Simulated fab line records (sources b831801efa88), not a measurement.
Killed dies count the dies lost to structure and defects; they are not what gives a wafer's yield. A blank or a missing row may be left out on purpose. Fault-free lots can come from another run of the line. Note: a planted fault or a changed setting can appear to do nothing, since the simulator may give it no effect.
Split-lot experiment | flow gf180mcu | route with 602 steps; 5 lots, 23 wafers read

## THE SPLIT
At GF_POLY_GATE_PEB_08 (peb time 90 s), the setting peb time s was moved away from the recipe's 90 s on 7 of the 23 wafers read, by -6.6% to +14.3%. For the rest of the wafers, this setting stayed at what the recipe calls for.

## THE PATH FROM SPLIT TO READING: the file shows 1 step between them
- GF_POLY_GATE_DEVELOP_09: develop time 60 s

## THE READING
cd nm at GF_POLY_GATE_CD_MEAS_10, given in nm (cd target 280 nm). A value of 280.0 nm with a standard deviation of 0.85 nm is what fault-free wafers of this fab line usually give.

wafer  | tool, chamber at the split | peb time s as run, s | against the recipe | cd nm, nm | against lot-mates on the recipe
L074.1 | litho track-01, 0          | 90                   | recipe             | 279.5     | -
L074.4 | litho track-01, 0          | 90                   | recipe             | 280.1     | -
L074.6 | litho track-01, 0          | 90                   | recipe             | 278.7     | -
L078.1 | litho track-01, 0          | 90                   | recipe             | 281.4     | -
L078.2 | litho track-01, 0          | 90                   | recipe             | 281.2     | -
L078.3 | litho track-01, 0          | 90                   | recipe             | 280.4     | -
L078.4 | litho track-01, 0          | 90                   | recipe             | 280.8     | -
L078.6 | litho track-01, 0          | 90                   | recipe             | 281.3     | -
L079.1 | litho track-02, 0          | 90                   | recipe             | 279.8     | -
L079.2 | litho track-02, 0          | 90                   | recipe             | 279.7     | -
L079.3 | litho track-02, 0          | 102.9                | +14.3%             | 277.0     | -2.9
L079.5 | litho track-02, 0          | 90                   | recipe             | 280.1     | -
L079.6 | litho track-02, 0          | 102.9                | +14.3%             | 275.4     | -4.5
L082.1 | litho track-02, 0          | 84.06                | -6.6%              | 281.7     | +2.3
L082.3 | litho track-02, 0          | 90                   | recipe             | 279.4     | -
L082.4 | litho track-02, 0          | 84.06                | -6.6%              | 280.5     | +1.1
L082.5 | litho track-02, 0          | 90                   | recipe             | 279.3     | -
L082.6 | litho track-02, 0          | 84.06                | -6.6%              | 281.8     | +2.4
L085.1 | litho track-04, 0          | 90                   | recipe             | 280.1     | -
L085.2 | litho track-04, 0          | 90                   | recipe             | 278.7     | -
L085.4 | litho track-04, 0          | 99.47                | +10.5%             | 278.3     | -1.2
L085.5 | litho track-04, 0          | 90                   | recipe             | 279.6     | -
L085.6 | litho track-04, 0          | 99.47                | +10.5%             | 277.5     | -2.0

FIT RESULTS
A straight line over all 23 wafers: cd nm changes by -0.234 nm for each +1% of peb time s; r = -0.86; the points scatter about the line by 0.82 nm.
The same after taking each lot's own level away (the mean of its wafers on the recipe; 23 wafers): -0.237 nm for each +1%; r = -0.92; scatter 0.6 nm.
The reading moves by 3.4 nm for the largest change in peb time s, on that fit.
Measured against the standard deviation above, the lots' own levels, which go from 279.35 to 281.02 nm, span 2.0 times it.
Hence the lot-to-lot level has little effect on the slope; both slopes agree.
Check: -3.44 nm against its lot-mates is what the line predicts for one of the wafers moved furthest among these (+14.3%) when that wafer is left out of the fit. It came out at -2.87 nm against them.

## THE FILE'S OWN FIT
cd nm changes by -0.232 nm for each +1% of peb time s, r = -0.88.
